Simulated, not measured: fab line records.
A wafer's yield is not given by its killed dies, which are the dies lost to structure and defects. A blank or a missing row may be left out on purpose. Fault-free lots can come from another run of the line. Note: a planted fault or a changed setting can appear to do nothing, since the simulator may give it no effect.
Which tool did it? -- flow gf180mcu -- 12 lots, 36 wafers sampled, at 5 steps of a route of 602

== WHAT THE GAUGES SHOWED, per wafer ==
GF_V3_THK_MEAS_03.
lot,measured,on,V3_CVD_02_THK (nm)
L339,day 21 06:26,filmMetro-02,835 835 846
L341,day 22 05:23,filmMetro-01,859 845 850
L342,day 22 22:10,filmMetro-02,834 823 841
L343,day 23 02:08,filmMetro-02,841 823 846
L347,day 24 10:17,filmMetro-02,596 601 603
L350,day 25 09:04,filmMetro-04,595 603 610
L355,day 26 22:23,filmMetro-02,846 865 853
L358,day 27 20:01,filmMetro-01,829 830 856
L359,day 27 23:24,filmMetro-04,848 862 856
L360,day 28 11:47,filmMetro-04,829 842 857
L361,day 28 16:44,filmMetro-01,843 850 849
L362,day 29 03:28,filmMetro-01,840 852 865

== WHICH TOOL RAN EACH LOT (tool, then ch and the chambers of the sampled wafers, then the start) ==
lot,GF_V2_ETCH_16,GF_M3_SPUTTER_02,GF_M3_SPUTTER_04,GF_V3_CVD_02
L339,"rieDiel-04 ch 0,1,3, day 20 03:37","pvdSputter-01, day 20 05:05","pvdSputter-01, day 20 05:08","pecvd-03 ch 1,2, day 21 06:20"
L341,"rieDiel-04 ch 0,2, day 21 03:13","pvdSputter-01, day 21 04:41","pvdSputter-01, day 21 04:44","pecvd-01 ch 0,1, day 22 05:19"
L342,"rieDiel-03 ch 1, day 21 19:34","pvdSputter-01, day 21 21:13","pvdSputter-01, day 21 21:16","pecvd-02 ch 0,1,2, day 22 22:04"
L343,"rieDiel-04 ch 0,3, day 22 00:19","pvdSputter-04, day 22 01:55","pvdSputter-04, day 22 01:58","pecvd-03 ch 0,1, day 23 02:02"
L347,"rieDiel-04 ch 0,3, day 23 09:38","pvdSputter-01, day 23 11:08","pvdSputter-01, day 23 11:11","pecvd-02 ch 0,1,2, day 24 10:11"
L350,"rieDiel-03 ch 0,2,3, day 24 08:22","pvdSputter-04, day 24 09:53","pvdSputter-04, day 24 09:56","pecvd-02 ch 0,1, day 25 09:00"
L355,"rieDiel-04 ch 0,1, day 25 23:16","pvdSputter-01, day 26 00:46","pvdSputter-01, day 26 00:49","pecvd-03 ch 0,1, day 26 22:18"
L358,"rieDiel-04 ch 0,1,2, day 26 21:16","pvdSputter-01, day 26 22:52","pvdSputter-01, day 26 22:55","pecvd-03 ch 0,1,2, day 27 19:56"
L359,"rieDiel-04 ch 0,2,3, day 27 01:14","pvdSputter-02, day 27 02:47","pvdSputter-02, day 27 02:50","pecvd-03 ch 0,1, day 27 23:19"
L360,"rieDiel-03 ch 0,2, day 27 12:31","pvdSputter-02, day 27 14:20","pvdSputter-02, day 27 14:23","pecvd-02 ch 0,2, day 28 11:43"
L361,"rieDiel-04 ch 0,1,3, day 27 18:29","pvdSputter-04, day 27 19:59","pvdSputter-04, day 27 20:02","pecvd-02 ch 0,1, day 28 16:40"
L362,"rieDiel-03 ch 1,2,3, day 28 05:07","pvdSputter-01, day 28 06:38","pvdSputter-01, day 28 06:41","pecvd-02 ch 1,2, day 29 03:23"
- GF_V2_ETCH_16: etches BARC in N2/H2.
- GF_M3_SPUTTER_02: material AlCu, target thk 450 nm, time 23.9 s.
- GF_M3_SPUTTER_04: material TiN, target thk 50 nm, time 41.7 s.
- GF_V3_CVD_02: deposits SiO2 from TEOS, target thk 850 nm, time 94.851 s.

== WHAT THE TOOLS THEMSELVES READ (means of the sampled wafers that have a number; where no wafer has one, the mark that the record gives instead) ==
GF_V2_ETCH_16.
lot,tool,chamberPressureMTorr (mTorr),drypumpMotorCurrentA (A),oesProductAu (a.u.),throttleValvePct (%)
L339,rieDiel-04,29.97,6.0,0.855,13.223
L341,rieDiel-04,30.00,5.8,0.850,13.219
L342,rieDiel-03,30.01,5.3,0.852,13.226
L343,rieDiel-04,29.98,5.9,0.854,13.225
L347,rieDiel-04,30.00,5.9,0.858,13.228
L350,rieDiel-03,30.04,5.9,0.853,13.221
L355,rieDiel-04,30.00,6.0,0.853,13.229
L358,rieDiel-04,29.98,6.0,0.857,13.228
L359,rieDiel-04,30.01,5.8,0.857,13.221
L360,rieDiel-03,30.00,6.0,0.860,13.229
L361,rieDiel-04,29.96,6.0,0.854,13.216
L362,rieDiel-03,29.99,5.7,0.856,13.227

GF_M3_SPUTTER_02.
lot,tool,throttleValvePct (%)
L339,pvdSputter-01,29.3
L341,pvdSputter-01,29.8
L342,pvdSputter-01,29.7
L343,pvdSputter-04,29.3
L347,pvdSputter-01,29.7
L350,pvdSputter-04,29.3
L355,pvdSputter-01,29.7
L358,pvdSputter-01,29.7
L359,pvdSputter-02,29.0
L360,pvdSputter-02,30.0
L361,pvdSputter-04,29.8
L362,pvdSputter-01,29.8

GF_M3_SPUTTER_04.
lot,tool,throttleValvePct (%)
L339,pvdSputter-01,29.4
L341,pvdSputter-01,29.8
L342,pvdSputter-01,29.8
L343,pvdSputter-04,29.1
L347,pvdSputter-01,29.9
L350,pvdSputter-04,29.4
L355,pvdSputter-01,29.7
L358,pvdSputter-01,29.6
L359,pvdSputter-02,29.1
L360,pvdSputter-02,29.8
L361,pvdSputter-04,29.7
L362,pvdSputter-01,29.7

GF_V3_CVD_02.
lot,tool,heaterPowerW (W)
L339,pecvd-03,687
L341,pecvd-01,685
L342,pecvd-02,675
L343,pecvd-03,675
L347,pecvd-02,655
L350,pecvd-02,660
L355,pecvd-03,654
L358,pecvd-03,718
L359,pecvd-03,639
L360,pecvd-02,679
L361,pecvd-02,666
L362,pecvd-02,755

== THE ANSWER, worked out from the rows above alone ==
Rule: what is usual is taken from the lots themselves. The widest of any qualifying gaps counts: lots, ordered by their means at a reading, are off when they make up no more than a third of the lots, leave a main group of 4 or more, and stand apart from it by 3 or more times the standard deviation of that group's means. If all means in a main group match to the digits the tables above print for the reading, that group is not used. A lot without any number at a reading at which 4 lots or more have one is off too. Any other lot the step has rows for is counted as sound. Order of review: gauges by route order, followed by the tools' own readings, for which a lot's mean as printed above is used. The first step at which some lot is off is used, and at that step the reading that is off furthest; a lot without a number counts as furthest.
Off: at GF_V3_THK_MEAS_03 (V3_CVD_02_THK), L347, L350. Mean 845 nm and standard deviation 7.8 in the main group.
A tool fits if, at a process step before that reading, it ran every lot that is off, and no sound lot after the first of them. The gauges at GF_V3_THK_MEAS_03 are tried like those tools. Of those tried, none fits.

== WHAT HAD BEEN PUT IN BY THE SIMULATOR ==
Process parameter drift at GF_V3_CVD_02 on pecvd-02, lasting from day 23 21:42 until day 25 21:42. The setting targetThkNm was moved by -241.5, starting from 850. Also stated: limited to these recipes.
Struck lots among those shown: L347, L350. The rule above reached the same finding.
